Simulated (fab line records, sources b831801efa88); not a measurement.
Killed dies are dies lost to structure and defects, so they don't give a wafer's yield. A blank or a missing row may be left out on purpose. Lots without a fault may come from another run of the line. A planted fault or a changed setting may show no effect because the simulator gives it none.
fab line records | flow gf180mcu
record lots=14 wafers=42 last_day=34
route steps=602 shown CONTACT@304 M1@321 V3@430
lots that met no fault: from a run of the same line without faults
start_h: hours from the record's first day to the start of the lot's first wafer shown | wait_h: hours since the lot's step before | " the same as in the row above | L1.1+2: a row that stands for several wafers | - no value, or no start given | * or withheld: withheld | < > ~ a bound
route shown NAME@n: a module of which the file shows steps, and the number in the route of the first | usual: mean/standard deviation of fault-free wafers | same: alike in all rows | chamber/n: place in a boat | sites: the reading at each site | _std_site: their standard deviation | _edge_site: outer sites' mean less inner sites' | radius_mm: how far each site lies from the wafer's centre | mask NAME#n: copy n | behind: the tool/chamber that last shaped the wafer | hold: why the lot was held/for how many hours/how that ended | device: the transistor (n, p or np) that didn't switch | end of line: the same wafers' tests at the end of the route | a step without rows: its recipe alone | killed: dies lost to structure and defects at the first sort, not the wafer's yield | map: a wafer's dies, x killed, . not, _ none there
set.NAME: the setting as run; set.NAME@STEP: as run at that earlier step | model.NAME: the simulator's own value behind a step, which no gauge read
steps of the route over a sample of lots; a table a step, a row a wafer
services: from which hour (start_h, from the record's first day; less than 0 if before it) a tool's chamber was out of use, for how many hours, and why
## steps
# step GF_CONTACT_ETCH_17
# recipe chemistry=C4F8/O2/Ar mask_material=KrF target=SiO2 stop_on=CoSi2 source_w=1500 bias_w=1200 pressure_mtorr=40 c4f8_flow_sccm=withheld O2_flow_sccm=6 Ar_flow_sccm=300 time_s=withheld target_depth_a=8600
# usual oes_product_au=0.817/0.0048 rf_fwd_power_W=1494/4.7
# columns lot.wafer tool chamber start_h wait_h oes_product_au rf_fwd_power_W
L916.2 rie_diel-02 1 361 - 0.820 1495
L916.3 " 0 " " 0.810 1495
L916.5 " 1 " " 0.815 1496
L917.1 rie_diel-03 2 367 - 0.814 1487
L917.3 " 1 " " 0.818 1489
L917.5 " 1 " " 0.819 1491
L918.1 rie_diel-01 2 382 - 0.824 1488
L918.3 " 0 " " 0.818 1496
L918.4 " 3 " " 0.817 1496
L920.3 rie_diel-01 3 398 - 0.811 1491
L920.4 " 2 " " 0.818 1492
L920.5 " 1 " " 0.812 1497
L928.1 rie_diel-02 3 478 - 0.832 1254
L928.2 " 1 " " 0.819 1260
L928.3 " 0 " " 0.812 1261
L929.3 rie_diel-02 2 479 - 0.812 1250
L929.5 " 1 " " 0.822 1253
L929.6 " 0 " " 0.818 1252
L931.1 rie_diel-01 1 503 - 0.823 1486
L931.5 " 1 " " 0.820 1485
L931.6 " 3 " " 0.825 1500
L932.3 rie_diel-01 0 510 - 0.823 1495
L932.5 " 0 " " 0.817 1486
L932.6 " 1 " " 0.814 1489
L933.1 rie_diel-03 1 512 - 0.812 1493
L933.2 " 2 " " 0.816 1493
L933.5 " 1 " " 0.815 1499
L934.1 rie_diel-01 3 528 - 0.814 1493
L934.3 " 2 " " 0.808 1501
L934.6 " 0 " " 0.823 1493
L936.1 rie_diel-01 3 535 - 0.810 1495
L936.2 " 2 " " 0.813 1491
L936.4 " 2 536 - 0.809 1489
L937.1 rie_diel-01 3 540 - 0.819 1496
L937.3 " 2 " " 0.826 1496
L937.6 " 3 " " 0.826 1497
L938.1 rie_diel-02 1 553 - 0.820 1492
L938.2 " 0 " " 0.826 1494
L938.3 " 2 " " 0.820 1499
L939.4 rie_diel-02 3 560 - 0.814 1492
L939.5 " 0 " " 0.815 1499
L939.6 " 3 " " 0.819 1493
# step GF_M1_THK_MEAS_06
# recipe thk_meas_gauge=xrf reads=AlCu_of_M1_SPUTTER_02
# usual M1_ALCU_THK=453/5.9
# columns lot.wafer tool chamber start_h wait_h M1_ALCU_THK[nm]
L916.2 film_metro-01 - 362.75 0.1 448
L916.3 " - " " 448
L916.5 " - " " 450
L917.1 film_metro-01 - 368.77 0.1 443
L917.3 " - " " 439
L917.5 " - " " 440
L918.1 film_metro-01 - 383.84 0.1 448
L918.3 " - " " 450
L918.4 " - " " 448
L920.3 film_metro-04 - 399.66 0.1 446
L920.4 " - " " 445
L920.5 " - " " 449
L928.1 film_metro-04 - 479.84 0.1 463
L928.2 " - " " 455
L928.3 " - " " 461
L929.3 film_metro-04 - 481.52 0.1 450
L929.5 " - " " 457
L929.6 " - " " 460
L931.1 film_metro-02 - 505.26 0.1 447
L931.5 " - " " 449
L931.6 " - " " 456
L932.3 film_metro-04 - 512.06 0.1 455
L932.5 " - " " 458
L932.6 " - " " 449
L933.1 film_metro-04 - 513.99 0.1 457
L933.2 " - " " 451
L933.5 " - " " 453
L934.1 film_metro-02 - 529.93 0.1 453
L934.3 " - " " 455
L934.6 " - " " 453
L936.1 film_metro-02 - 537.49 0.1 451
L936.2 " - " " 444
L936.4 " - " " 449
L937.1 film_metro-04 - 542.21 0.1 452
L937.3 " - " " 447
L937.6 " - " " 453
L938.1 film_metro-04 - 554.79 0.1 455
L938.2 " - " " 445
L938.3 " - " " 456
L939.4 film_metro-04 - 561.72 0.1 462
L939.5 " - " " 462
L939.6 " - " " 462
# step GF_V3_THK_MEAS_01
# recipe reads=SiO2_of_V3_CVD_00
# usual V3_CVD_00_THK=600/6.5
# columns lot.wafer tool chamber start_h wait_h V3_CVD_00_THK[nm]
L916.2 film_metro-02 - 487.29 0.0 599
L916.3 " - " " 608
L916.5 " - " " 598
L917.1 film_metro-03 - 491.15 0.0 611
L917.3 " - " " 609
L917.5 " - " " 605
L918.1 film_metro-04 - 510.48 0.0 608
L918.3 " - " " 606
L918.4 " - " " 603
L920.3 film_metro-03 - 528.82 0.1 597
L920.4 " - " " 604
L920.5 " - " " 600
L928.1 film_metro-04 - 598.03 0.0 595
L928.2 " - " " 592
L928.3 " - " " 605
L929.3 film_metro-03 - 602.72 0.1 593
L929.5 " - " " 603
L929.6 " - " " 596
L931.1 film_metro-04 - 623.15 0.0 603
L931.5 " - " " 599
L931.6 " - " " 596
L932.3 film_metro-02 - 628.18 0.1 595
L932.5 " - " " 609
L932.6 " - " " 598
L933.1 film_metro-04 - 630.77 0.0 601
L933.2 " - " " 603
L933.5 " - " " 600
L934.1 film_metro-04 - 643.98 0.0 594
L934.3 " - " " 597
L934.6 " - " " 599
L936.1 film_metro-04 - 652.10 0.0 600
L936.2 " - " " 594
L936.4 " - " " 604
L937.1 film_metro-03 - 655.07 0.0 603
L937.3 " - " " 598
L937.6 " - " " 593
L938.1 film_metro-02 - 665.07 0.0 587
L938.2 " - " " 600
L938.3 " - " " 601
L939.4 film_metro-02 - 671.93 0.0 607
L939.5 " - " " 603
L939.6 " - " " 598
# step GF_V3_STRIP_18
# recipe chemistry=O2/N2 power_w=1400 pressure_mtorr=1500 platen_temp_c=250 o2_flow_sccm=3000 n2_flow_sccm=300 overash_fraction=0.5
# usual drypump_motor_current_A=5.8/0.35 heater_power_w=348/32 oes_product_au=0.594/0.005
# columns lot.wafer tool chamber start_h wait_h drypump_motor_current_A heater_power_w oes_product_au rf_hours_counter_h
L916.2 plasma_asher-01 1 512.26 - 6.1 389 0.586 42
L916.3 " 1 " " 6.1 395 0.602 -
L916.5 " 1 " " 6.1 397 0.596 -
L917.1 plasma_asher-01 1 514.83 - 6.1 386 0.600 43
L917.3 " 1 " " 6.1 387 0.594 -
L917.5 " 0 " " 5.6 323 0.589 -
L918.1 plasma_asher-01 0 534.81 - 5.5 317 0.596 45
L918.3 " 1 " " 6.1 397 0.598 -
L918.4 " 0 " " 5.6 319 0.591 -
L920.3 plasma_asher-01 0 552.12 - 5.6 327 0.595 -
L920.4 " 1 " " 6.1 388 0.599 -
L920.5 " 1 " " 6.1 396 0.595 -
L928.1 plasma_asher-01 1 619.58 - 6.1 394 0.604 53
L928.2 " 0 " " 5.6 335 0.596 53
L928.3 " 0 " " 5.6 326 0.595 -
L929.3 plasma_asher-02 1 624.33 - 5.4 341 0.588 -
L929.5 " 0 " " 6.2 299 0.597 -
L929.6 " 1 " " 5.4 336 0.594 -
L931.1 plasma_asher-01 1 644.38 - 6.1 396 0.593 56
L931.5 " 1 " " 6.1 390 0.594 -
L931.6 " 0 " " 5.6 323 0.601 -
L932.3 plasma_asher-03 1 648.92 - 5.3 378 0.595 -
L932.5 " 0 " " 5.9 354 0.591 -
L932.6 " 1 " " 5.3 364 0.591 -
L933.1 plasma_asher-02 1 651.93 - 5.4 334 0.603 24
L933.2 " 0 " " 6.2 307 0.600 24
L933.5 " 0 " " 6.2 299 0.591 -
L934.1 plasma_asher-02 1 664.40 - 5.3 330 0.581 25
L934.3 " 0 " " 6.2 299 0.590 -
L934.6 " 0 " " 6.2 301 0.589 -
L936.1 plasma_asher-03 1 671.99 - 5.2 374 0.590 87
L936.2 " 0 " " 5.9 348 0.584 87
L936.4 " 0 " " 5.9 353 0.597 -
L937.1 plasma_asher-03 1 675.99 - 5.3 363 0.596 88
L937.3 " 1 " " 5.3 373 0.599 -
L937.6 " 0 " " 5.9 352 0.591 -
L938.1 plasma_asher-02 1 684.84 - 5.4 328 0.591 29
L938.2 " 0 " " 6.2 299 0.598 29
L938.3 " 0 " " 6.2 297 0.596 -
L939.4 plasma_asher-01 1 691.94 - 6.1 395 0.592 -
L939.5 " 0 " " 5.6 325 0.591 -
L939.6 " 1 " " 6.1 395 0.606 -
## services
# columns tool chamber start_h hours kind
rie_diel-02 - 357.72 0.5 repair
plasma_asher-02 - 374.66 0.7 repair
rie_diel-03 - 390.75 14.6 pm
plasma_asher-02 - 421.25 9.0 pm
rie_diel-01 1 429.67 64.3 repair
rie_diel-01 2 493.98 - clean
rie_diel-01 2 493.98 28.3 scheduled_down
rie_diel-01 2 493.98 28.3 vent_cycle
rie_diel-02 1 519.45 15.1 repair
rie_diel-01 1 527.05 - clean
rie_diel-01 1 527.05 19.4 scheduled_down
rie_diel-02 - 544.90 0.4 repair
rie_diel-01 - 571.99 5.2 repair
rie_diel-02 0 573.26 14.4 repair
rie_diel-02 1 588.55 8.0 repair
rie_diel-02 - 598.13 2.8 pm
rie_diel-03 0 605.16 2.4 repair
rie_diel-02 1 617.74 5.9 repair
plasma_asher-03 - 625.62 6.0 repair
plasma_asher-01 - 645.07 1.0 repair
plasma_asher-02 - 652.46 2.8 pm
rie_diel-01 1 654.25 7.8 repair
rie_diel-02 - 656.99 0.7 repair
rie_diel-02 0 658.09 5.1 repair
## key
first_sign step=GF_CONTACT_ETCH_17 reading=rf_fwd_power_W direction=down sigmas=51 usual=1494 struck=1255
effect none on later readings
met_at GF_CONTACT_ETCH_17
struck_lots L928,L929
tester_left_out L928,L929
not_acting_at GF_M1_THK_MEAS_06,GF_V3_THK_MEAS_01,GF_V3_STRIP_18
onset_between 361 478
fault kind=process_parameter_drift tool=rie_diel-02 chamber=- onset_h=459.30 steps=GF_CONTACT_ETCH_17 channel=source_w offset=-240 shape=step end_h=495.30 acts_in=these_recipes_only stated=1500
# tester_left_out: of these lots the tester's yield and bins aren't shown, on N5 and GAA mostly nor the transistor test; their killed dies are dies lost to structure and defects alone, not to doping, threshold or leakage, so they don't give the yield
